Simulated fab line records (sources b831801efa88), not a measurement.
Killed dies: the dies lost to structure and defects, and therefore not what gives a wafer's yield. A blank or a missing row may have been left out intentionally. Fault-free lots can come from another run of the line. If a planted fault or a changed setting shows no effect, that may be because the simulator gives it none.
A lot that was struck, set against a sound lot || flow gf180mcu || 43 out of 602 route steps
Sound: the wafers L975.1, L975.2, L975.5. Struck: wafer L980.2 (left out: L980.1, L980.6 of the same lot, which were not struck); the cause appears at the end.
Per side, at each step with rows, come the tool, then ch with its chambers, and then its first start. Under that, the readings that differ: sound wafers || struck wafers || difference of the means || sigmas: that difference in standard deviations of wafers without a fault.
alike: readings with means less than 2 such deviations apart, plus words and numbers identical on both sides. not compared: withheld readings, readings lacking a value on some wafer, bounds such as >300 that could conceal the same value, and numbers that have no deviation in the record and whose values overlap.
A row with sigmas, a row that says differs or no value, or rows on one side alone: a step with any of these is where the two part. Numbers that don't overlap but have no deviation are shown without sigmas and don't part them. A reading missing from all wafers of one side parts the sides only when that side holds two or more wafers.

first, 2 steps without rows for these wafers: GF_V2_STRIP_19 (strips in post etch residue remover, time 1200 s); GF_V2_CLEAN_20 (cleans in DIW).
GF_V2_SPUTTER_21: material Ti, target thk 15 nm, time 80.02 s.
  sound on pvdSputter-04, day 21 09:22; struck on pvdSputter-01, day 23 09:08
  alike: throttleValvePct
then, 1 step without rows for these wafers: GF_V2_SPUTTER_22 (material TiN, target thk 10 nm, time 40 s).
GF_V2_CVD_23: deposits W, target thk 350 nm, time 104.94 s.
  sound on cvdW-02 ch 0,1, day 21 09:28; struck on cvdW-02 ch 1, day 23 09:14
  alike: heaterPowerW
GF_V2_RS_MEAS_24: the measuring method here is four-point-probe.
  sound on filmMetro-02, day 21 09:35; struck on filmMetro-02, day 23 09:28
  alike: V2_W_RS
GF_V2_THK_MEAS_25: measures by xrf.
  sound on filmMetro-02, day 21 09:42; struck on filmMetro-02, day 23 09:35
  alike: V2_W_THK
then, 2 steps without rows for these wafers: GF_V2_CMP_26 (polishes, stops on SiO2, t overpolish 15 s, target thk 0 nm); GF_M3_SPUTTER_00 (material Ti, target thk 37.5 nm, time 150 s).
GF_M3_SPUTTER_01: material TiN, target thk 30 nm, time 25 s.
  sound on pvdSputter-03, day 21 10:10; struck on pvdSputter-03, day 23 10:02
  alike: throttleValvePct
then, 2 steps without rows for these wafers: GF_M3_SPUTTER_02 (material AlCu, target thk 450 nm, time 23.9 s); GF_M3_SPUTTER_03 (material Ti, target thk 10 nm, time 6.7 s).
GF_M3_SPUTTER_04: material TiN, target thk 50 nm, time 41.7 s.
  sound on pvdSputter-03, day 21 10:14; struck on pvdSputter-03, day 23 10:07
{"reading": "model.TiN_of_M3_SPUTTER_04.thkNm (nm)", "sound": "50.2 50.24 50.19", "struck": 44.77, "difference": -5.44, "sigmas": ""}
  alike: throttleValvePct
GF_M3_RS_MEAS_05: the measuring method here is four-point-probe.
  sound on filmMetro-01, day 21 10:17; struck on filmMetro-01, day 23 10:10
  alike: M3_ALCU_RS
GF_M3_THK_MEAS_06: measures by xrf.
  sound on filmMetro-01, day 21 10:24; struck on filmMetro-01, day 23 10:17
{"reading": "M3_ALCU_THK (nm)", "sound": "447 438 439", "struck": 458, "difference": "+17", "sigmas": "+3"}
then, 7 steps without rows for these wafers: GF_M3_DEHYDRATE_07 (time 60 s); GF_M3_HMDS_08 (prime time 60 s); GF_M3_COAT_09 (resist thk 1000 nm); GF_M3_SOFTBAKE_10 (time 60 s); GF_M3_EXPOSE_11 (exposes mask Metal3, target cd 280 nm); GF_M3_PEB_12 (peb time 90 s); GF_M3_DEVELOP_13 (develop time 60 s).
GF_M3_CD_MEAS_14: the cd target is 280 nm.
  sound on cdSem-01, day 22 09:40; struck on cdSem-01, day 24 07:49
{"reading": "cdNm (nm)", "sound": "283.4 282.6 283.1", "struck": 278.9, "difference": -4.1, "sigmas": -3}
GF_M3_OVL_MEAS_15:
  sound on overlay-02, day 22 09:47; struck on overlay-02, day 24 07:56
  alike: M3_OVL
GF_M3_METAL_ETCH_16: etches the open film in Cl2/BCl3, stops on SiO2, target depth 627.5 nm, time 104.6 s.
  sound on rieMetal-02 ch 0,1, day 22 09:49; struck on rieMetal-04 ch 0, day 24 07:58
{"reading": "chamberPressureMTorr (mTorr)", "sound": "7.988 7.989 7.984", "struck": 8.004, "difference": "+0.017", "sigmas": "+2"}
  alike: bcl3FlowSccm, drypumpMotorCurrentA, mfcCl2Sccm, oesProductAu, throttleValvePct
  not compared: rfHoursCounterH
GF_M3_STRIP_17: strips in O2/N2.
  sound on plasmaAsher-01 ch 0,1, day 22 09:55; struck on plasmaAsher-02 ch 0, day 24 08:04
  alike: chamberPressureMTorr, drypumpMotorCurrentA, heaterPowerW, oesProductAu, stripTimeToEndpointS
  not compared: rfHoursCounterH
then, 3 steps without rows for these wafers: GF_M3_STRIP_18 (strips in post etch residue remover, time 1200 s); GF_M3_CLEAN_19 (cleans in DIW); GF_V3_CVD_00 (deposits SiO2, target thk 600 nm, time 100 s).
GF_V3_THK_MEAS_01:
  sound on filmMetro-02, day 22 10:32; struck on filmMetro-02, day 24 08:41
  alike: V3_CVD_00_THK
then, 1 step without rows for these wafers: GF_V3_CVD_02 (deposits SiO2 from TEOS, target thk 850 nm, time 94.851 s).
GF_V3_THK_MEAS_03:
  sound on filmMetro-01, day 22 10:40; struck on filmMetro-01, day 24 08:49
{"reading": "V3_CVD_02_THK (nm)", "sound": "850 853 866", "struck": 834, "difference": -22, "sigmas": -2}
then, 1 step without rows for these wafers: GF_V3_CMP_04 (polishes SiO2).
GF_V3_BOW_MEAS_05:
  sound on filmMetro-03, day 22 11:01; struck on filmMetro-01, day 24 09:10
  alike: V3_BOW
then, 8 steps without rows for these wafers: GF_V3_DEHYDRATE_06 (time 60 s); GF_V3_HMDS_07 (prime time 60 s); GF_V3_COAT_08; GF_V3_COAT_09 (resist thk 1000 nm); GF_V3_SOFTBAKE_10 (time 60 s); GF_V3_EXPOSE_11 (exposes mask Via3, target cd 260 nm); GF_V3_PEB_12 (peb time 90 s); GF_V3_DEVELOP_13 (develop time 60 s).
GF_V3_STRIP_19: strips in post etch residue remover, time 1200 s.
  sound on wetBench-02 ch 2, day 23 10:11; struck on wetBench-01 ch 2, day 25 06:49
{"reading": "model.TiN_of_M3_SPUTTER_04.thkNm (nm)", "sound": "49.36 49.4 49.36", "struck": 43.91, "difference": -5.46, "sigmas": ""}
  alike: bathGuardTempC

## WHERE THEY PART
At GF_M3_THK_MEAS_06 first; at GF_V3_THK_MEAS_03 last (within this record only). Later steps at which nothing parts them and some readings are alike: GF_V3_BOW_MEAS_05, GF_V3_STRIP_19.

WHY: the cause the simulator had injected
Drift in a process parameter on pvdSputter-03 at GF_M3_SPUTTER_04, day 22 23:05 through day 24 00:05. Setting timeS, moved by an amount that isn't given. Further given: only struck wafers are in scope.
